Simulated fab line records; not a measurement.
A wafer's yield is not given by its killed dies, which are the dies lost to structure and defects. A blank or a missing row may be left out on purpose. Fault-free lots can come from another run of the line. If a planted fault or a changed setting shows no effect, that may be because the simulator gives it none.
Tool commonality check / flow gf180mcu / 33 wafers sampled across 11 lots

THE REASON FOR OPENING IT
Of 11 lots, 3 have the reading M4_ALCU_RS flagged at GF_M4_RS_MEAS_05. Wafers without a fault read 0.0697 ohm/sq, standard deviation 0.00067.
Rule: a lot gets a flag if all its wafers with a number sit over 4 standard deviations from that mean, or if no wafer of it has a number. As for the other lots, they are considered sound.

lot=L176; measured=day 22 05:28; on=filmMetro-02; M4_ALCU_RS (ohm/sq), wafer by wafer=0.0700 0.0701 0.0704; flag=
lot=L177; measured=day 22 15:20; on=filmMetro-02; M4_ALCU_RS (ohm/sq), wafer by wafer=0.0696 0.0701 0.0693; flag=
lot=L182; measured=day 24 13:34; on=filmMetro-02; M4_ALCU_RS (ohm/sq), wafer by wafer=0.0696 0.0693 0.0701; flag=
lot=L185; measured=day 26 02:08; on=filmMetro-01; M4_ALCU_RS (ohm/sq), wafer by wafer=7.0895 7.0694 7.0874; flag=FLAGGED
lot=L186; measured=day 26 18:46; on=filmMetro-04; M4_ALCU_RS (ohm/sq), wafer by wafer=7.1476 7.1142 7.1728; flag=FLAGGED
lot=L187; measured=day 27 01:37; on=filmMetro-01; M4_ALCU_RS (ohm/sq), wafer by wafer=7.1359 7.2176 7.1915; flag=FLAGGED
lot=L189; measured=day 27 13:05; on=filmMetro-02; M4_ALCU_RS (ohm/sq), wafer by wafer=0.0693 0.0685 0.0684; flag=
lot=L191; measured=day 28 02:44; on=filmMetro-01; M4_ALCU_RS (ohm/sq), wafer by wafer=0.0697 0.0699 0.0700; flag=
lot=L193; measured=day 28 15:55; on=filmMetro-02; M4_ALCU_RS (ohm/sq), wafer by wafer=0.0692 0.0699 0.0695; flag=
lot=L192; measured=day 28 19:40; on=filmMetro-01; M4_ALCU_RS (ohm/sq), wafer by wafer=0.0698 0.0697 0.0697; flag=
lot=L198; measured=day 30 01:21; on=filmMetro-01; M4_ALCU_RS (ohm/sq), wafer by wafer=0.0701 0.0707 0.0713; flag=
Flagged lots average 7.1362 ohm/sq: +7.0665 ohm/sq relative to the usual, that is +99 or more standard deviations.

WHICH TOOL EACH LOT WENT THROUGH
3 process steps preceding the reading are held in the record, out of 602 steps in the route. Every cell lists first the tool, next ch and the chambers used by the sampled wafers, and last the start.
lot=L176; flag=; GF_V3_STRIP_18=plasmaAsher-01 ch 0,1, day 22 04:00; GF_M4_SPUTTER_00=pvdSputter-02, day 22 05:13; GF_M4_SPUTTER_02=pvdSputter-02, day 22 05:21
lot=L177; flag=; GF_V3_STRIP_18=plasmaAsher-01 ch 0,1, day 22 13:53; GF_M4_SPUTTER_00=pvdSputter-03, day 22 15:07; GF_M4_SPUTTER_02=pvdSputter-03, day 22 15:15
lot=L182; flag=; GF_V3_STRIP_18=plasmaAsher-02 ch 0,1, day 24 12:06; GF_M4_SPUTTER_00=pvdSputter-01, day 24 13:20; GF_M4_SPUTTER_02=pvdSputter-01, day 24 13:28
lot=L185; flag=FLAGGED; GF_V3_STRIP_18=plasmaAsher-03 ch 0,1, day 26 00:41; GF_M4_SPUTTER_00=pvdSputter-01, day 26 01:52; GF_M4_SPUTTER_02=pvdSputter-01, day 26 02:00
lot=L186; flag=FLAGGED; GF_V3_STRIP_18=plasmaAsher-01 ch 0,1, day 26 17:17; GF_M4_SPUTTER_00=pvdSputter-01, day 26 18:29; GF_M4_SPUTTER_02=pvdSputter-01, day 26 18:37
lot=L187; flag=FLAGGED; GF_V3_STRIP_18=plasmaAsher-01 ch 0,1, day 27 00:08; GF_M4_SPUTTER_00=pvdSputter-01, day 27 01:22; GF_M4_SPUTTER_02=pvdSputter-01, day 27 01:30
lot=L189; flag=; GF_V3_STRIP_18=plasmaAsher-03 ch 0,1, day 27 11:35; GF_M4_SPUTTER_00=pvdSputter-03, day 27 12:49; GF_M4_SPUTTER_02=pvdSputter-03, day 27 12:58
lot=L191; flag=; GF_V3_STRIP_18=plasmaAsher-01 ch 0,1, day 28 01:15; GF_M4_SPUTTER_00=pvdSputter-02, day 28 02:31; GF_M4_SPUTTER_02=pvdSputter-02, day 28 02:38
lot=L193; flag=; GF_V3_STRIP_18=plasmaAsher-02 ch 0,1, day 28 14:26; GF_M4_SPUTTER_00=pvdSputter-01, day 28 15:41; GF_M4_SPUTTER_02=pvdSputter-01, day 28 15:49
lot=L192; flag=; GF_V3_STRIP_18=plasmaAsher-02 ch 1, day 28 18:11; GF_M4_SPUTTER_00=pvdSputter-02, day 28 19:25; GF_M4_SPUTTER_02=pvdSputter-02, day 28 19:33
lot=L198; flag=; GF_V3_STRIP_18=plasmaAsher-01 ch 0,1, day 29 23:53; GF_M4_SPUTTER_00=pvdSputter-03, day 30 01:08; GF_M4_SPUTTER_02=pvdSputter-03, day 30 01:16
What these steps do:
- GF_V3_STRIP_18: strips in O2/N2.
- GF_M4_SPUTTER_00: material Ti, target thk 37.5 nm, time 150 s.
- GF_M4_SPUTTER_02: material AlCu, target thk 450 nm, time 23.9 s.
- GF_M4_RS_MEAS_05: measures by four-point-probe.

FLAGGED OVER TOTAL, TOOL BY TOOL (the gauges that took the reading come last)
step=GF_V3_STRIP_18; tool=plasmaAsher-01; lots run=6; flagged=2; share of the flagged lots=some; sound lots run after its first flagged lot=2 (L191,L198)
step=GF_V3_STRIP_18; tool=plasmaAsher-02; lots run=3; flagged=0; share of the flagged lots=none; sound lots run after its first flagged lot=-
step=GF_V3_STRIP_18; tool=plasmaAsher-03; lots run=2; flagged=1; share of the flagged lots=some; sound lots run after its first flagged lot=1 (L189)
step=GF_M4_SPUTTER_00; tool=pvdSputter-01; lots run=5; flagged=3; share of the flagged lots=all; sound lots run after its first flagged lot=1 (L193)
step=GF_M4_SPUTTER_00; tool=pvdSputter-02; lots run=3; flagged=0; share of the flagged lots=none; sound lots run after its first flagged lot=-
step=GF_M4_SPUTTER_00; tool=pvdSputter-03; lots run=3; flagged=0; share of the flagged lots=none; sound lots run after its first flagged lot=-
step=GF_M4_SPUTTER_02; tool=pvdSputter-01; lots run=5; flagged=3; share of the flagged lots=all; sound lots run after its first flagged lot=1 (L193)
step=GF_M4_SPUTTER_02; tool=pvdSputter-02; lots run=3; flagged=0; share of the flagged lots=none; sound lots run after its first flagged lot=-
step=GF_M4_SPUTTER_02; tool=pvdSputter-03; lots run=3; flagged=0; share of the flagged lots=none; sound lots run after its first flagged lot=-
step=GF_M4_RS_MEAS_05; tool=filmMetro-01; lots run=5; flagged=2; share of the flagged lots=some; sound lots run after its first flagged lot=3 (L191,L192,L198)
step=GF_M4_RS_MEAS_05; tool=filmMetro-02; lots run=5; flagged=0; share of the flagged lots=none; sound lots run after its first flagged lot=-
step=GF_M4_RS_MEAS_05; tool=filmMetro-04; lots run=1; flagged=1; share of the flagged lots=some; sound lots run after its first flagged lot=0

WHAT THE TABLE ALLOWS
Rows of the table that ran all the flagged lots, 2 in number: pvdSputter-01 at GF_M4_SPUTTER_00; pvdSputter-01 at GF_M4_SPUTTER_02.
- pvdSputter-01 at GF_M4_SPUTTER_00: 3 of its 5 lots flagged. Sound lots ran on it after the first flagged one (L193), which a lasting fault on the whole tool wouldn't allow.
- pvdSputter-01 at GF_M4_SPUTTER_02: 3 of its 5 lots flagged. Sound lots ran on it after the first flagged one (L193), which a lasting fault on the whole tool wouldn't allow. On the flagged lots its readings are blank where sound lots have values: cathodeDcPowerW, chamberPressurePa, throttleValvePct.
There is no row in the table that ran each flagged lot and no sound lot after the first.

WHAT THE SIMULATOR HAD PUT IN
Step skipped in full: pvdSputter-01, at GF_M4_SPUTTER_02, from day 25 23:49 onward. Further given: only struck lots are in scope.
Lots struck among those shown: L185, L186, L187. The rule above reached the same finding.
